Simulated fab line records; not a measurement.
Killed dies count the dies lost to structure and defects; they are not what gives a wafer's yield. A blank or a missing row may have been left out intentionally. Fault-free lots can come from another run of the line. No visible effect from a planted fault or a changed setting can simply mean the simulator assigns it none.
fab line records | flow sky130
record: lots: 12 wafers: 36 last_day: 50
route steps=708 shown LI_CONTACT@375 METAL1@453 METAL5@661 PAD_OPEN@708
lots untouched by any fault: they come from a run of this same line in which no faults occurred
start_h: hours from the record's first day to the start of the lot's first wafer shown | wait_h: how many hours have passed since the lot's step before this one | " the same as in the row above | L1.1+2: several wafers, shown together as one row | - no value present, or no start provided | * or withheld: withheld | < > ~ a bound
route shown NAME@n: NAME is a module with steps in the file, n the number in the route of the first one | usual: the fault-free wafers' mean and standard deviation | same: alike in all rows | chamber/n: place in a boat | sites: per-site readings | _std_site: the values' standard deviation | _edge_site: outer sites' mean less inner sites' | radius_mm: for every site, how far away it sits from the centre of the wafer | mask NAME#n: copy n | behind: tool/chamber where the wafer was last shaped | hold: why the lot was held/for how many hours/how that ended | device: whichever transistor did not switch (one of n, p or np) | end of line: the tests these same wafers got at the end of their route | a step with no rows: only its recipe | killed: the dies lost at the first sort to structure and to defects; this is not the yield of the wafer | map: a wafer's dies, x killed, . not, _ none there
set.NAME: setting as actually run; set.NAME@STEP: the setting as run at that earlier step | model.NAME: the simulator's own value behind a step, which no gauge read
a sample of lots followed through the steps of the route, with each step as a table and each wafer as a row
services: when a tool's chamber went out of use (start_h, in hours from the record's first day, below 0 if earlier), for how many hours, and the reason
== steps ==
step: SKY_LI_CONTACT_OVL_MEAS_13
usual: LI_CONTACT_OVL: 0/5
columns lot.wafer tool chamber start_h wait_h LI_CONTACT_OVL[nm]
L338.1 overlay-01 - 676.18 0.1 -2
L338.2 " - " " -2
L338.5 " - " " 0
L339.2 overlay-02 - 684.59 0.1 -9
L339.3 " - " " 2
L339.5 " - " " 3
L341.3 overlay-01 - 702.79 0.1 4
L341.4 " - " " 0
L341.5 " - " " -2
L342.1 overlay-02 - 715.28 0.1 -9
L342.2 " - " " -13
L342.5 " - " " -1
L343.2 overlay-02 - 716.56 0.1 6
L343.5 " - " " 4
L343.6 " - " " 0
L344.1 overlay-01 - 722.80 0.1 -4
L344.2 " - " " 1
L344.3 " - " " -3
L345.1 overlay-02 - 733.23 0.1 -3
L345.5 " - " " -3
L345.6 " - " " -4
L347.1 overlay-01 - 746.94 0.1 -4
L347.4 " - " " -5
L347.6 " - " " -1
L353.1 overlay-02 - 798.73 0.1 7
L353.2 " - " " 1
L353.5 " - " " 2
L361.1 overlay-01 - 855.23 0.1 4
L361.4 " - " " 5
L361.5 " - " " 4
L359.1 overlay-01 - 859.01 0.1 5
L359.3 " - " " -2
L359.6 " - " " -1
L360.1 overlay-01 - 859.58 0.1 -6
L360.2 " - " " -11
L360.4 " - " " -10
step: SKY_LI_CONTACT_RS_MEAS_22
recipe: thk_meas_gauge: four-point-probe reads: W_of_LI_CONTACT_CVD_21+TiN_of_LI_CONTACT_SPUTTER_20+Ti_of_LI_CONTACT_SPUTTER_19
usual: LI_CONTACT_W_RS: 0.2846/0.0026
columns lot.wafer tool chamber start_h wait_h LI_CONTACT_W_RS[ohm/sq]
L338.1 film_metro-01 - 676.90 0.1 0.2827
L338.2 " - " " 0.2846
L338.5 " - " " 0.2827
L339.2 film_metro-01 - 685.34 0.1 0.2864
L339.3 " - " " 0.2810
L339.5 " - " " 0.2887
L341.3 film_metro-02 - 703.54 0.1 0.2867
L341.4 " - " " 0.2833
L341.5 " - " " 0.2871
L342.1 film_metro-04 - 716.00 0.1 0.2810
L342.2 " - " " 0.2805
L342.5 " - " " 0.2832
L343.2 film_metro-02 - 717.29 0.1 0.2848
L343.5 " - " " 0.2825
L343.6 " - " " 0.2876
L344.1 film_metro-02 - 723.52 0.1 0.2835
L344.2 " - " " 0.2856
L344.3 " - " " 0.2835
L345.1 film_metro-04 - 733.95 0.1 0.2887
L345.5 " - " " 0.2882
L345.6 " - " " 0.2813
L347.1 film_metro-02 - 747.66 0.1 0.2808
L347.4 " - " " 0.2827
L347.6 " - " " 0.2806
L353.1 film_metro-04 - 799.46 0.1 0.2869
L353.2 " - " " 0.2851
L353.5 " - " " 0.2824
L361.1 film_metro-04 - 855.95 0.1 0.2824
L361.4 " - " " 0.2857
L361.5 " - " " 0.2847
L359.1 film_metro-02 - 859.74 0.1 0.2828
L359.3 " - " " 0.2839
L359.6 " - " " 0.2818
L360.1 film_metro-01 - 860.37 0.1 0.2823
L360.2 " - " " 0.2905
L360.4 " - " " 0.2887
step: SKY_METAL1_METAL_ETCH_19
recipe: target_depth_a: 3600 stop_on: SiO2 over_etch_frac: 0.3 time_s: 78 chemistry: Cl2/BCl3 resist_sidewall_deg: 88 pressure_mtorr: 10 icp_w: 900 bias_w: 48.5 Cl2_flow_sccm: 60 bcl3_flow_sccm: 30
usual: drypump_motor_current_A: 5.60/0.19 oes_product_au: 0.852/0.0054 throttle_valve_pct: 22.264/0.0089
columns lot.wafer tool chamber start_h wait_h drypump_motor_current_A oes_product_au rf_hours_counter_h throttle_valve_pct
L338.1 rie_metal-01 1 762.71 0.0 5.65 0.855 8 22.254
L338.2 " 0 " " 5.64 0.857 7 22.262
L338.5 " 1 " " 5.66 0.860 - 22.267
L339.2 rie_metal-04 1 772.20 0.0 5.21 0.852 2 22.268
L339.3 " 0 " " 5.84 0.853 - 22.277
L339.5 " 1 " " 5.24 0.859 - 22.253
L341.3 rie_metal-01 0 788.41 0.1 5.66 0.852 - 22.267
L341.4 " 1 " " 5.67 0.857 - 22.263
L341.5 " 0 " " 5.63 0.848 - 22.251
L342.1 rie_metal-04 0 800.93 0.0 5.87 0.840 5 22.267
L342.2 " 1 " " 5.22 0.858 3 22.251
L342.5 " 0 " " 5.86 0.854 - 22.276
L343.2 rie_metal-03 1 801.37 0.0 5.60 0.855 14 22.273
L343.5 " 0 " " 5.63 0.860 - 22.271
L343.6 " 1 " " 5.64 0.857 - 22.256
L344.1 rie_metal-01 0 809.16 0.0 5.62 0.859 8 22.264
L344.2 " 1 " " 5.65 0.847 9 22.267
L344.3 " 0 " " 5.65 0.846 - 22.267
L345.1 rie_metal-01 1 819.11 0.0 5.67 0.852 9 22.263
L345.5 " 1 " " 5.68 0.851 - 22.253
L345.6 " 0 " " 5.63 0.852 - 22.278
L347.1 rie_metal-04 1 830.86 0.0 5.23 0.856 4 22.246
L347.4 " 0 " " 5.85 0.856 - 22.267
L347.6 " 1 " " 5.24 0.853 - 22.280
L353.1 rie_metal-04 0 882.21 0.0 5.84 0.847 8 22.258
L353.2 " 1 " " 5.22 0.856 7 22.276
L353.5 " 0 " " 5.83 0.855 - 22.269
L361.1 rie_metal-04 0 936.93 0.0 5.84 0.836 11 22.270
L361.4 " 1 " " 5.23 0.852 - 22.266
L361.5 " 0 " " 5.83 0.852 - 22.265
L359.1 rie_metal-03 1 940.21 0.0 5.61 0.852 2 22.251
L359.3 " 1 " " 5.60 0.847 - 22.259
L359.6 " 1 " " 5.59 0.848 - 22.268
L360.1 rie_metal-04 0 941.81 0.0 5.88 0.847 11 22.260
L360.2 " 1 " " 5.27 0.843 9 22.237
L360.4 " 0 " " 5.86 0.856 - 22.266
step: SKY_METAL5_SPUTTER_00
recipe: material: Ti target_thk_nm: 15 power_w: 3000 time_s: 10 chamber_pressure_pa: 0.4
usual: cathode_dc_power_W: 3000.0/0.54 throttle_valve_pct: 29.3/0.87
columns lot.wafer tool chamber start_h wait_h cathode_dc_power_W throttle_valve_pct
L338.1 pvd_sputter-01 - 1005.14 0.1 3000.2 29.1
L338.2 " - " " 3000.5 28.8
L338.5 " - " " 3000.2 29.6
L339.2 pvd_sputter-01 - 1014.01 0.1 3000.8 29.1
L339.3 " - " " 2999.4 29.5
L339.5 " - " " 2999.9 29.5
L341.3 pvd_sputter-02 - 1025.17 0.2 2999.1 29.3
L341.4 " - " " 2999.7 31.2
L341.5 " - " " 3000.4 27.7
L342.1 pvd_sputter-01 - 1037.41 0.2 2999.4 29.1
L342.2 " - " " 3000.5 29.2
L342.5 " - " " 3000.1 28.4
L343.2 pvd_sputter-01 - 1039.06 0.1 2999.6 29.5
L343.5 " - " " 2999.3 29.6
L343.6 " - " " 2999.5 28.9
L344.1 pvd_sputter-04 - 1046.68 0.1 3000.2 29.1
L344.2 " - " " 3000.4 29.2
L344.3 " - " " 3000.3 29.8
L345.1 pvd_sputter-04 - 1050.71 0.1 2999.8 29.2
L345.5 " - " " 3000.6 29.5
L345.6 " - " " 2999.8 30.1
L347.1 pvd_sputter-01 - 1063.48 0.2 2999.8 29.3
L347.4 " - " " 2999.7 28.7
L347.6 " - " " 3000.9 29.3
L353.1 pvd_sputter-02 - 1105.43 0.2 2999.9 28.0
L353.2 " - " " 3000.0 29.3
L353.5 " - " " 3000.5 30.1
L361.1 pvd_sputter-02 - 1147.29 0.1 2998.9 30.0
L361.4 " - " " 2999.1 27.7
L361.5 " - " " 2999.7 29.9
L359.1 pvd_sputter-02 - 1148.83 0.1 3001.1 31.2
L359.3 " - " " 3000.0 28.0
L359.6 " - " " 3000.1 31.5
L360.1 pvd_sputter-01 - 1149.13 0.1 2999.8 29.4
L360.2 " - " " 3000.0 29.6
L360.4 " - " " 3000.0 28.6
step: SKY_PAD_OPEN_PROBE_99
usual: defect_limited_yield: 82.4/2 killed_at_M0_to_M3: 44/6.5 killed_at_M4_up: 3.3/1.7 killed_at_contacts: 25/5.3 killed_at_front_end: 15/5 killed_at_other: 0.2/0.47 killed_dies: 87/9.9 killed_open: 47/8 killed_short: 39/6.1 sort_bin_3_pad_short: 0.9/0.43 sort_bin_5_function: 10.4/1.5 sort_bin_6_memory: 6.2/1.2 sort_n_pass: 405/9.9 sort_yield_pct: 82.4/2
same: gross_dies: 492 killed_at_back_side: 0 sort_bin_4_leakage[%]: 0 sort_bin_8_speed[%]: 0
columns lot.wafer tool chamber start_h wait_h defect_limited_yield[%] killed_at_M0_to_M3 killed_at_M4_up killed_at_contacts killed_at_front_end killed_at_other killed_dies killed_open killed_short sort_bin_3_pad_short[%] sort_bin_5_function[%] sort_bin_6_memory[%] sort_n_pass sort_yield_pct[%]
L347.1 prober-02 - 1128.40 0.1 73.6 43 54 21 12 0 130 49 28 2.2 15.4 8.7 362 73.6
L347.4 prober-02 - 1128.55 0.2 80.7 43 2 19 31 0 95 43 52 0.6 11.8 6.9 397 80.7
L347.6 prober-02 - 1128.65 0.2 75.4 36 46 24 15 0 121 45 30 3.0 15.2 6.3 371 75.4
killed by level:class
L347.1 METAL5:unspecified=53 LI_CONTACT:geometric_particle:open=9 VIA1:geometric_particle:open=8 CONTACT:geometric_particle:open=7 VIA2:geometric_particle:open=6 METAL2:geometric_particle:short=5 METAL1:geometric_particle:short=5 POLY_GATE:geometric_particle:open=4
L347.4 FIELD_ISO:geometric_particle:open=8 CONTACT:geometric_particle:open=8 METAL1:geometric_particle:short=7 VIA3:geometric_particle:short=7 POLY_GATE:geometric_particle:short=6 VIA1:geometric_particle:open=6 METAL2:geometric_particle:short=6 POLY_CUT:geometric_particle:short=5
L347.6 METAL5:unspecified=46 CONTACT:geometric_particle:open=10 VIA1:geometric_particle:open=10 LI_CONTACT:geometric_particle:open=7 METAL2:geometric_particle:short=7 VIA3:geometric_particle:open=4 FIELD_ISO:geometric_particle:open=3 POLY_GATE:geometric_particle:open=3
== services ==
columns tool chamber start_h hours kind
rie_metal-01 - 793.67 14.6 pm
rie_metal-03 1 813.24 9.5 repair
pvd_sputter-02 - 826.13 1.9 repair
rie_metal-04 - 827.30 1.4 pm
rie_metal-03 1 868.59 - clean
pvd_sputter-02 - 881.88 6.8 repair
pvd_sputter-02 - 968.13 2.4 repair
pvd_sputter-02 - 968.34 9.6 repair
pvd_sputter-04 - 979.53 5.0 repair
pvd_sputter-04 - 988.26 1.0 repair
rie_metal-01 0 1010.40 10.6 repair
rie_metal-01 - 1025.95 1.3 repair
pvd_sputter-01 - 1042.28 5.3 repair
rie_metal-01 1 1046.89 4.7 repair
rie_metal-01 - 1062.84 54.9 repair
rie_metal-01 - 1079.03 13.5 repair
pvd_sputter-02 - 1082.53 0.6 repair
pvd_sputter-01 - 1116.51 0.7 repair
rie_metal-01 1 1119.46 - clean
rie_metal-01 1 1119.46 20.5 scheduled_down
rie_metal-01 1 1119.46 20.5 vent_cycle
rie_metal-03 - 1122.72 2.8 pm
pvd_sputter-01 - 1126.93 2.1 repair
pvd_sputter-04 - 1126.96 3.9 repair
== key ==
first_sign: step: SKY_PAD_OPEN_PROBE_99 reading: killed_at_M4_up direction: up sigmas: 28 usual: 3.3 struck: 50
effect: step: SKY_PAD_OPEN_PROBE_99 reading: sort_bin_3_pad_short direction: up sigmas: 4 usual: 0.9 struck: 2.6
met_at SKY_METAL5_SPUTTER_00
struck_lots L347
struck_wafers L347.1,L347.6
not_acting_at SKY_LI_CONTACT_OVL_MEAS_13,SKY_LI_CONTACT_RS_MEAS_22,SKY_METAL1_METAL_ETCH_19
onset_between 1037.41 1063.48
fault: kind: chamber_particle_source tool: pvd_sputter-01 chamber: - onset_h: 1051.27 steps: SKY_METAL5_SPUTTER_00 rate_per_visit_cm2: 0.65703 end_h: 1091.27 scope: struck_wafers_only
